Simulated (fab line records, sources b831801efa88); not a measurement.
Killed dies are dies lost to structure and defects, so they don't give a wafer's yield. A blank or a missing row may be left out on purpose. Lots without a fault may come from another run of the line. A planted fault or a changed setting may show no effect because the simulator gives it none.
fab line records | flow sky130
record lots=24 wafers=72 last_day=50
route steps=708 shown METAL1@435 VIA1@478 METAL3@563 VIA3@576 METAL4@629
lots that met no fault: from a run of the same line without faults
start_h: hours from the record's first day to the start of the lot's first wafer shown | wait_h: hours since the lot's step before | " the same as in the row above | L1.1+2: a row that stands for several wafers | - no value, or no start given | * or withheld: withheld | < > ~ a bound
route shown NAME@n: a module of which the file shows steps, and the number in the route of the first | usual: mean/standard deviation of fault-free wafers | same: alike in all rows | chamber/n: place in a boat | sites: the reading at each site | _std_site: their standard deviation | _edge_site: outer sites' mean less inner sites' | radius_mm: how far each site lies from the wafer's centre | mask NAME#n: copy n | behind: the tool/chamber that last shaped the wafer | hold: why the lot was held/for how many hours/how that ended | device: the transistor (n, p or np) that didn't switch | end of line: the same wafers' tests at the end of the route | a step without rows: its recipe alone | killed: dies lost to structure and defects at the first sort, not the wafer's yield | map: a wafer's dies, x killed, . not, _ none there
set.NAME: the setting as run; set.NAME@STEP: as run at that earlier step | model.NAME: the simulator's own value behind a step, which no gauge read
steps of the route over a sample of lots; a table a step, a row a wafer
services: from which hour (start_h, from the record's first day; less than 0 if before it) a tool's chamber was out of use, for how many hours, and why
## steps
# step SKY_METAL1_SPUTTER_01
# recipe material=TiN target_thk_nm=20 power_w=6500 time_s=16.92 chamber_pressure_pa=0.4
# usual throttle_valve_pct=29.7/0.92
# columns lot.wafer tool chamber start_h wait_h throttle_valve_pct
L074.3 pvd_sputter-01 - 726.67 0.0 30.6
L074.4 " - " " 31.1
L074.6 " - " " 30.8
L075.2 pvd_sputter-02 - 736.70 0.0 30.8
L075.4 " - " " 28.1
L075.6 " - " " 28.7
L076.1 pvd_sputter-02 - 770.29 0.0 28.4
L076.2 " - " " 28.5
L076.6 " - " " 30.7
L078.2 pvd_sputter-03 - 771.16 0.0 30.8
L078.4 " - " " 30.1
L078.5 " - " " 30.6
L077.1 pvd_sputter-03 - 772.38 0.0 28.7
L077.2 " - " " 29.1
L077.4 " - " " 30.5
L079.1 pvd_sputter-01 - 773.66 0.0 31.3
L079.3 " - " " 30.6
L079.5 " - " " 30.6
L080.2 pvd_sputter-03 - 781.07 0.0 28.8
L080.3 " - " " 29.2
L080.4 " - " " 30.5
L081.1 pvd_sputter-02 - 801.02 0.0 31.0
L081.3 " - " " 29.6
L081.6 " - " " 28.0
L082.1 pvd_sputter-03 - 802.42 0.0 30.2
L082.4 " - " " 28.8
L082.5 " - " " 28.7
L083.1 pvd_sputter-03 - 805.90 0.0 29.2
L083.5 " - " " 30.1
L083.6 " - " " 28.5
L084.2 pvd_sputter-03 - 810.12 0.0 29.8
L084.3 " - " " 29.2
L084.4 " - " " 28.5
L085.1 pvd_sputter-02 - 821.16 0.0 28.6
L085.3 " - " " 30.9
L085.4 " - " " 29.7
L086.2 pvd_sputter-03 - 823.18 0.0 30.0
L086.3 " - " " 28.7
L086.5 " - " " 30.2
L087.2 pvd_sputter-02 - 837.61 0.0 28.4
L087.4 " - " " 28.4
L087.6 " - " " 29.8
L088.2 pvd_sputter-03 - 845.83 0.0 30.1
L088.4 " - " " 29.1
L088.5 " - " " 29.0
L089.2 pvd_sputter-03 - 853.27 0.0 28.7
L089.3 " - " " 30.4
L089.6 " - " " 29.2
L090.2 pvd_sputter-02 - 861.00 0.0 28.3
L090.3 " - " " 30.6
L090.5 " - " " 29.9
L091.2 pvd_sputter-02 - 869.42 0.0 30.9
L091.3 " - " " 28.2
L091.5 " - " " 29.6
L092.3 pvd_sputter-01 - 871.08 0.0 31.3
L092.5 " - " " 31.3
L092.6 " - " " 30.9
L093.1 pvd_sputter-01 - 889.28 0.0 30.9
L093.3 " - " " 30.7
L093.6 " - " " 30.7
L094.3 pvd_sputter-02 - 890.84 0.0 28.3
L094.4 " - " " 29.7
L094.6 " - " " 30.6
L095.2 pvd_sputter-03 - 897.46 0.0 30.1
L095.3 " - " " 28.9
L095.5 " - " " 30.5
L097.2 pvd_sputter-03 - 932.95 0.0 28.8
L097.4 " - " " 29.3
L097.6 " - " " 29.1
L096.3 pvd_sputter-03 - 935.00 0.0 30.5
L096.5 " - " " 29.3
L096.6 " - " " 30.5
# step SKY_METAL1_THK_MEAS_06
# recipe thk_meas_gauge=xrf reads=AlCu_of_METAL1_SPUTTER_02
# usual METAL1_ALCU_THK=246/3.2
# columns lot.wafer tool chamber start_h wait_h METAL1_ALCU_THK[nm]
L074.3 film_metro-03 - 726.93 0.1 249
L074.4 " - " " 247
L074.6 " - " " 246
L075.2 film_metro-03 - 736.94 0.1 248
L075.4 " - " " 247
L075.6 " - " " 248
L076.1 film_metro-03 - 770.53 0.1 247
L076.2 " - " " 244
L076.6 " - " " 247
L078.2 film_metro-04 - 771.41 0.1 247
L078.4 " - " " 246
L078.5 " - " " 247
L077.1 film_metro-04 - 772.62 0.1 247
L077.2 " - " " 246
L077.4 " - " " 246
L079.1 film_metro-03 - 773.90 0.1 243
L079.3 " - " " 247
L079.5 " - " " 247
L080.2 film_metro-03 - 781.33 0.1 248
L080.3 " - " " 247
L080.4 " - " " 245
L081.1 film_metro-03 - 801.26 0.1 243
L081.3 " - " " 245
L081.6 " - " " 246
L082.1 film_metro-02 - 802.66 0.1 248
L082.4 " - " " 252
L082.5 " - " " 252
L083.1 film_metro-02 - 806.14 0.1 242
L083.5 " - " " 242
L083.6 " - " " 245
L084.2 film_metro-03 - 810.38 0.1 249
L084.3 " - " " 247
L084.4 " - " " 250
L085.1 film_metro-04 - 821.40 0.1 244
L085.3 " - " " 245
L085.4 " - " " 247
L086.2 film_metro-03 - 823.43 0.1 241
L086.3 " - " " 244
L086.5 " - " " 242
L087.2 film_metro-04 - 837.86 0.1 249
L087.4 " - " " 249
L087.6 " - " " 251
L088.2 film_metro-04 - 846.08 0.1 250
L088.4 " - " " 249
L088.5 " - " " 251
L089.2 film_metro-03 - 853.52 0.1 248
L089.3 " - " " 247
L089.6 " - " " 247
L090.2 film_metro-03 - 861.25 0.1 239
L090.3 " - " " 239
L090.5 " - " " 241
L091.2 film_metro-02 - 869.67 0.1 251
L091.3 " - " " 247
L091.5 " - " " 249
L092.3 film_metro-02 - 871.34 0.1 250
L092.5 " - " " 250
L092.6 " - " " 253
L093.1 film_metro-02 - 889.52 0.1 251
L093.3 " - " " 249
L093.6 " - " " 248
L094.3 film_metro-02 - 891.10 0.1 240
L094.4 " - " " 246
L094.6 " - " " 245
L095.2 film_metro-03 - 897.71 0.1 241
L095.3 " - " " 241
L095.5 " - " " 241
L097.2 film_metro-02 - 933.19 0.1 247
L097.4 " - " " 246
L097.6 " - " " 246
L096.3 film_metro-02 - 935.25 0.1 248
L096.5 " - " " 246
L096.6 " - " " 247
# step SKY_VIA1_SPUTTER_20
# recipe material=TiN target_thk_nm=20 chamber_pressure_pa=5.079 power_w=4000 time_s=80
# usual throttle_valve_pct=29.8/1.1
# columns lot.wafer tool chamber start_h wait_h throttle_valve_pct
L074.3 pvd_sputter-02 - 783.14 0.0 28.3
L074.4 " - " " 28.7
L074.6 " - " " 28.5
L075.2 pvd_sputter-03 - 792.29 0.0 29.0
L075.4 " - " " 28.9
L075.6 " - " " 29.0
L076.1 pvd_sputter-02 - 824.42 0.0 29.9
L076.2 " - " " 28.1
L076.6 " - " " 30.8
L078.2 pvd_sputter-04 - 825.89 0.0 30.0
L078.4 " - " " 29.6
L078.5 " - " " 29.9
L077.1 pvd_sputter-02 - 827.78 0.0 30.0
L077.2 " - " " 28.3
L077.4 " - " " 30.9
L079.1 pvd_sputter-02 - 828.73 0.0 28.2
L079.3 " - " " 29.7
L079.5 " - " " 28.4
L080.2 pvd_sputter-04 - 836.59 0.0 29.9
L080.3 " - " " 31.5
L080.4 " - " " 29.5
L081.1 pvd_sputter-04 - 856.73 0.0 31.8
L081.3 " - " " 29.8
L081.6 " - " " 31.7
L082.1 pvd_sputter-02 - 857.52 0.0 30.7
L082.4 " - " " 28.3
L082.5 " - " " 31.1
L083.1 pvd_sputter-03 - 860.63 0.0 30.5
L083.5 " - " " 30.2
L083.6 " - " " 29.1
L084.2 pvd_sputter-02 - 865.29 0.0 29.8
L084.3 " - " " 30.7
L084.4 " - " " 28.2
L085.1 pvd_sputter-02 - 876.24 0.0 28.2
L085.3 " - " " 30.7
L085.4 " - " " 28.4
L086.2 pvd_sputter-03 - 878.52 0.0 28.7
L086.3 " - " " 29.9
L086.5 " - " " 30.2
L087.2 pvd_sputter-03 - 892.55 0.0 30.2
L087.4 " - " " 28.6
L087.6 " - " " 30.1
L088.2 pvd_sputter-04 - 900.64 0.0 29.7
L088.4 " - " " 29.4
L088.5 " - " " 31.9
L089.2 pvd_sputter-02 - 907.62 0.0 31.0
L089.3 " - " " 29.8
L089.6 " - " " 31.1
L090.2 pvd_sputter-03 - 914.39 0.0 30.0
L090.3 " - " " 30.5
L090.5 " - " " 28.7
L091.2 pvd_sputter-04 - 923.00 0.0 29.3
L091.3 " - " " 30.0
L091.5 " - " " 29.6
L092.3 pvd_sputter-02 - 924.18 0.0 29.6
L092.5 " - " " 28.3
L092.6 " - " " 28.3
L093.1 pvd_sputter-04 - 941.09 0.0 29.9
L093.3 " - " " 29.7
L093.6 " - " " 31.5
L094.3 pvd_sputter-04 - 943.97 0.0 29.6
L094.4 " - " " 29.9
L094.6 " - " " 29.8
L095.2 pvd_sputter-03 - 949.99 0.0 30.4
L095.3 " - " " 28.9
L095.5 " - " " 29.8
L097.2 pvd_sputter-04 - 983.29 0.0 31.0
L097.4 " - " " 29.3
L097.6 " - " " 29.9
L096.3 pvd_sputter-04 - 985.72 0.0 31.1
L096.5 " - " " 30.8
L096.6 " - " " 31.6
# step SKY_METAL3_CD_MEAS_13
# recipe target_cd_nm=300
# usual cd_nm=299.6/1.4
# columns lot.wafer tool chamber start_h wait_h cd_nm
L074.3 cd_sem-01 - 892.69 - 300.4
L074.4 " - " " 301.0
L074.6 " - " " 301.0
L075.2 cd_sem-02 - 902.42 - 299.5
L075.4 " - " " 298.7
L075.6 " - " " 298.6
L076.1 cd_sem-02 - 931.05 - 296.4
L076.2 " - " " 297.3
L076.6 " - " " 297.2
L078.2 cd_sem-01 - 933.28 - 300.2
L078.4 " - " " 299.6
L078.5 " - " " 299.6
L077.1 cd_sem-02 - 934.40 - 301.8
L077.2 " - " " 301.6
L077.4 " - " " 300.6
L079.1 cd_sem-02 - 936.25 - 299.4
L079.3 " - " " 298.9
L079.5 " - " " 300.0
L080.2 cd_sem-01 - 942.92 - 299.7
L080.3 " - " " 300.8
L080.4 " - " " 300.4
L081.1 cd_sem-01 - 962.29 - 298.9
L081.3 " - " " 300.4
L081.6 " - " " 298.9
L082.1 cd_sem-01 - 962.64 - 298.4
L082.4 " - " " 297.2
L082.5 " - " " 298.9
L083.1 cd_sem-02 - 965.54 - 302.0
L083.5 " - " " 302.0
L083.6 " - " " 300.0
L084.2 cd_sem-02 - 970.52 - 300.8
L084.3 " - " " 300.8
L084.4 " - " " 301.4
L085.1 cd_sem-02 - 980.29 - 297.5
L085.3 " - " " 298.2
L085.4 " - " " 297.1
L086.2 cd_sem-02 - 982.12 - 298.9
L086.3 " - " " 299.9
L086.5 " - " " 300.0
L087.2 cd_sem-01 - 995.01 - 299.3
L087.4 " - " " 297.8
L087.6 " - " " 299.7
L088.2 cd_sem-02 - 1001.41 - 302.1
L088.4 " - " " 300.5
L088.5 " - " " 302.2
L089.2 cd_sem-01 - 1008.41 - 298.0
L089.3 " - " " 298.1
L089.6 " - " " 299.1
L090.2 cd_sem-01 - 1015.37 - 298.6
L090.3 " - " " 297.8
L090.5 " - " " 299.3
L091.2 cd_sem-02 - 1021.62 - 298.4
L091.3 " - " " 300.0
L091.5 " - " " 299.1
L092.3 cd_sem-02 - 1022.54 - 299.7
L092.5 " - " " 299.7
L092.6 " - " " 299.3
L093.1 cd_sem-01 - 1041.44 - 300.2
L093.3 " - " " 299.7
L093.6 " - " " 300.9
L094.3 cd_sem-02 - 1042.48 - 300.5
L094.4 " - " " 297.9
L094.6 " - " " 299.5
L095.2 cd_sem-02 - 1046.91 - 297.0
L095.3 " - " " 297.2
L095.5 " - " " 297.9
L097.2 cd_sem-01 - 1076.17 - 299.8
L097.4 " - " " 300.9
L097.6 " - " " 300.6
L096.3 cd_sem-02 - 1080.09 - 300.3
L096.5 " - " " 299.6
L096.6 " - " " 301.2
# step SKY_VIA3_BOW_MEAS_03
# recipe mode=bow
# usual VIA3_BOW=80/7.5
# columns lot.wafer tool chamber start_h wait_h VIA3_BOW[um]
L074.3 film_metro-02 - 894.31 0.2 69
L074.4 " - " " 80
L074.6 " - " " 71
L075.2 film_metro-04 - 904.03 0.2 82
L075.4 " - " " 80
L075.6 " - " " 85
L076.1 film_metro-02 - 933.24 0.1 85
L076.2 " - " " 89
L076.6 " - " " 77
L078.2 film_metro-04 - 935.03 0.1 84
L078.4 " - " " 92
L078.5 " - " " 83
L077.1 film_metro-02 - 936.22 0.2 73
L077.2 " - " " 63
L077.4 " - " " 78
L079.1 film_metro-02 - 938.08 0.2 81
L079.3 " - " " 74
L079.5 " - " " 86
L080.2 film_metro-04 - 944.58 0.3 79
L080.3 " - " " 86
L080.4 " - " " 79
L081.1 film_metro-02 - 963.91 0.1 60
L081.3 " - " " 76
L081.6 " - " " 77
L082.1 film_metro-04 - 964.26 0.2 77
L082.4 " - " " 86
L082.5 " - " " 85
L083.1 film_metro-02 - 967.14 0.2 81
L083.5 " - " " 85
L083.6 " - " " 83
L084.2 film_metro-01 - 972.13 0.3 79
L084.3 " - " " 85
L084.4 " - " " 87
L085.1 film_metro-02 - 981.90 0.2 94
L085.3 " - " " 87
L085.4 " - " " 85
L086.2 film_metro-04 - 983.79 0.2 76
L086.3 " - " " 67
L086.5 " - " " 68
L087.2 film_metro-01 - 997.18 0.3 69
L087.4 " - " " 84
L087.6 " - " " 72
L088.2 film_metro-02 - 1003.06 0.1 68
L088.4 " - " " 85
L088.5 " - " " 78
L089.2 film_metro-04 - 1010.24 0.3 90
L089.3 " - " " 88
L089.6 " - " " 75
L090.2 film_metro-02 - 1017.02 0.1 94
L090.3 " - " " 82
L090.5 " - " " 84
L091.2 film_metro-02 - 1023.23 0.1 80
L091.3 " - " " 81
L091.5 " - " " 82
L092.3 film_metro-04 - 1024.26 0.1 82
L092.5 " - " " 77
L092.6 " - " " 90
L093.1 film_metro-02 - 1043.43 0.3 87
L093.3 " - " " 86
L093.6 " - " " 83
L094.3 film_metro-04 - 1044.32 0.3 82
L094.4 " - " " 91
L094.6 " - " " 79
L095.2 film_metro-04 - 1048.60 0.1 80
L095.3 " - " " 75
L095.5 " - " " 71
L097.2 film_metro-02 - 1077.89 0.2 60
L097.4 " - " " 77
L097.6 " - " " 77
L096.3 film_metro-02 - 1081.70 0.2 75
L096.5 " - " " 79
L096.6 " - " " 71
# step SKY_METAL4_CD_MEAS_13
# recipe target_cd_nm=300
# usual cd_nm=300.0/1.4
# columns lot.wafer tool chamber start_h wait_h cd_nm
L074.3 cd_sem-01 - 969.84 - 300.6
L074.4 " - " " 299.7
L074.6 " - " " 299.5
L075.2 cd_sem-02 - 979.24 - 300.3
L075.4 " - " " 300.6
L075.6 " - " " 300.3
L076.1 cd_sem-01 - 1006.05 - 301.6
L076.2 " - " " 300.7
L076.6 " - " " 299.8
L078.2 cd_sem-01 - 1008.81 - 298.4
L078.4 " - " " 299.8
L078.5 " - " " 300.9
L077.1 cd_sem-02 - 1009.84 - 296.8
L077.2 " - " " 298.4
L077.4 " - " " 297.7
L079.1 cd_sem-02 - 1011.17 - 302.7
L079.3 " - " " 303.2
L079.5 " - " " 302.4
L080.2 cd_sem-01 - 1018.44 - 300.9
L080.3 " - " " 300.8
L080.4 " - " " 299.9
L081.1 cd_sem-01 - 1037.10 - 300.8
L081.3 " - " " 299.9
L081.6 " - " " 299.8
L082.1 cd_sem-02 - 1038.10 - 297.5
L082.4 " - " " 299.0
L082.5 " - " " 298.0
L083.1 cd_sem-02 - 1041.42 - 300.4
L083.5 " - " " 300.2
L083.6 " - " " 300.6
L084.2 cd_sem-02 - 1044.02 - 299.0
L084.3 " - " " 300.3
L084.4 " - " " 299.0
L085.1 cd_sem-01 - 1052.00 - 299.3
L085.3 " - " " 299.7
L085.4 " - " " 300.3
L086.2 cd_sem-02 - 1052.64 - 300.5
L086.3 " - " " 301.4
L086.5 " - " " 300.7
L087.2 cd_sem-01 - 1066.99 - 300.9
L087.4 " - " " 301.2
L087.6 " - " " 300.2
L088.2 cd_sem-01 - 1071.84 - 297.6
L088.4 " - " " 297.9
L088.5 " - " " 296.7
L089.2 cd_sem-02 - 1077.24 - 301.5
L089.3 " - " " 300.7
L089.6 " - " " 301.5
L090.2 cd_sem-01 - 1085.94 - 298.8
L090.3 " - " " 299.8
L090.5 " - " " 299.5
L091.2 cd_sem-02 - 1091.27 - 300.5
L091.3 " - " " 299.6
L091.5 " - " " 299.7
L092.3 cd_sem-02 - 1091.59 - 302.1
L092.5 " - " " 300.9
L092.6 " - " " 300.2
L093.1 cd_sem-01 - 1106.96 - 302.0
L093.3 " - " " 304.1
L093.6 " - " " 302.8
L094.3 cd_sem-02 - 1109.64 - 297.6
L094.4 " - " " 299.2
L094.6 " - " " 299.1
L095.2 cd_sem-02 - 1112.52 - 299.4
L095.3 " - " " 300.6
L095.5 " - " " 300.1
L097.2 cd_sem-02 - 1137.84 - 300.2
L097.4 " - " " 299.2
L097.6 " - " " 300.1
L096.3 cd_sem-02 - 1141.10 - 299.4
L096.5 " - " " 299.1
L096.6 " - " " 298.3
## services
# columns tool chamber start_h hours kind
pvd_sputter-01 - 706.28 6.6 repair
pvd_sputter-04 - 728.37 2.9 repair
pvd_sputter-04 - 729.19 5.5 repair
pvd_sputter-03 1 749.73 - consumable_replace:kit
pvd_sputter-03 1 749.73 18.0 scheduled_down
pvd_sputter-03 1 749.73 18.0 vent_cycle
pvd_sputter-03 - 749.85 2.8 repair
pvd_sputter-01 - 797.40 1.8 repair
pvd_sputter-01 - 813.65 4.5 repair
pvd_sputter-04 3 832.59 - consumable_replace:kit
pvd_sputter-04 3 832.59 18.0 scheduled_down
pvd_sputter-04 3 832.59 18.0 vent_cycle
pvd_sputter-02 - 858.62 2.3 repair
pvd_sputter-01 3 866.06 - consumable_replace:kit
pvd_sputter-01 3 866.06 18.0 scheduled_down
pvd_sputter-01 3 866.06 18.0 vent_cycle
pvd_sputter-04 - 886.60 6.0 repair
pvd_sputter-02 1 921.44 - consumable_replace:kit
pvd_sputter-02 1 921.44 18.0 scheduled_down
pvd_sputter-02 1 921.44 18.0 vent_cycle
pvd_sputter-03 0 946.42 - consumable_replace:kit
pvd_sputter-03 0 946.42 18.0 scheduled_down
pvd_sputter-03 0 946.42 18.0 vent_cycle
pvd_sputter-01 2 961.69 - consumable_replace:kit
## key
fault none
